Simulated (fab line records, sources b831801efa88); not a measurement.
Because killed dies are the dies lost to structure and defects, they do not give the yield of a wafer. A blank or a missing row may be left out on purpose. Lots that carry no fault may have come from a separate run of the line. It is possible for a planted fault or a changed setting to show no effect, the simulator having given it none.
2 desks, one fault + flow sky130 + what lay behind the numbers comes last; until then each desk has only its own

## FROM THE METROLOGY DESK
Lot by lot, what the gauges showed, no matter which tool ran the lot: averages of those sampled wafers that carry a number. A lot is out of limits, marked OUT, if its mean lies more than 4 standard deviations from the usual mean; the brackets give that distance.
Columns: A = PASSIVATION_CVD_02_THK at SKY_PASSIVATION_THK_MEAS_03, usual 541 nm
| lot  | first seen here | A             |
|------|-----------------|---------------|
| L199 | day 43 17:38    | 541           |
| L200 | day 44 04:05    | 533           |
| L201 | day 45 03:05    | 539           |
| L204 | day 45 09:43    | 536           |
| L203 | day 45 10:52    | 541           |
| L205 | day 45 11:37    | 543           |
| L206 | day 45 13:17    | 542           |
| L210 | day 46 13:25    | 545           |
| L209 | day 46 14:28    | 544           |
| L217 | day 48 09:39    | 643 (+16) OUT |
| L220 | day 48 23:17    | 546           |
This desk reports L217 out of limits; the earliest was L217 at day 48 09:39 (PASSIVATION_CVD_02_THK at SKY_PASSIVATION_THK_MEAS_03). In limits: L199, L200, L201, L204, L203, L205, L206, L210, L209, L220.

## AT THE TOOL OWNER'S DESK: pecvd-01
The tool's own readings at SKY_PASSIVATION_CVD_02 (deposits Si3N4, target thk 540 nm): means of the sampled wafers that have a number, for each lot that ran on this tool. A lot is out of limits, marked OUT, if its mean lies more than 4 standard deviations from the usual mean; the brackets give that distance.
Columns: A = heater_power_w at SKY_PASSIVATION_CVD_02, usual 666 W; B = rf_fwd_power_W at SKY_PASSIVATION_CVD_02, usual 449.3 W
| lot  | first seen here | A   | B     |
|------|-----------------|-----|-------|
| L205 | day 45 11:24    | 552 | 449.6 |
| L210 | day 46 13:16    | 578 | 448.4 |
| L217 | day 48 09:23    | 626 | 449.5 |
Finding of this desk: none of the 3 lots has anything out of limits.

## BROUGHT TOGETHER
Metrology desk: alarm possible at day 48 09:39 on L217.
The desk of the tool owner found nothing out of limits.
The tool owner's desk has L217 on record, within its limits.
The lots listed all ran SKY_PASSIVATION_CVD_02 on pecvd-01.

## WHAT THE SIMULATOR HAD INSERTED
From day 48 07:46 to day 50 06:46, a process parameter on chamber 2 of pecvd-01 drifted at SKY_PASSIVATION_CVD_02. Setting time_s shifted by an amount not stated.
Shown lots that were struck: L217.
Hours from the fault's start to each desk's first reading out of limits: the metrology desk, 2.
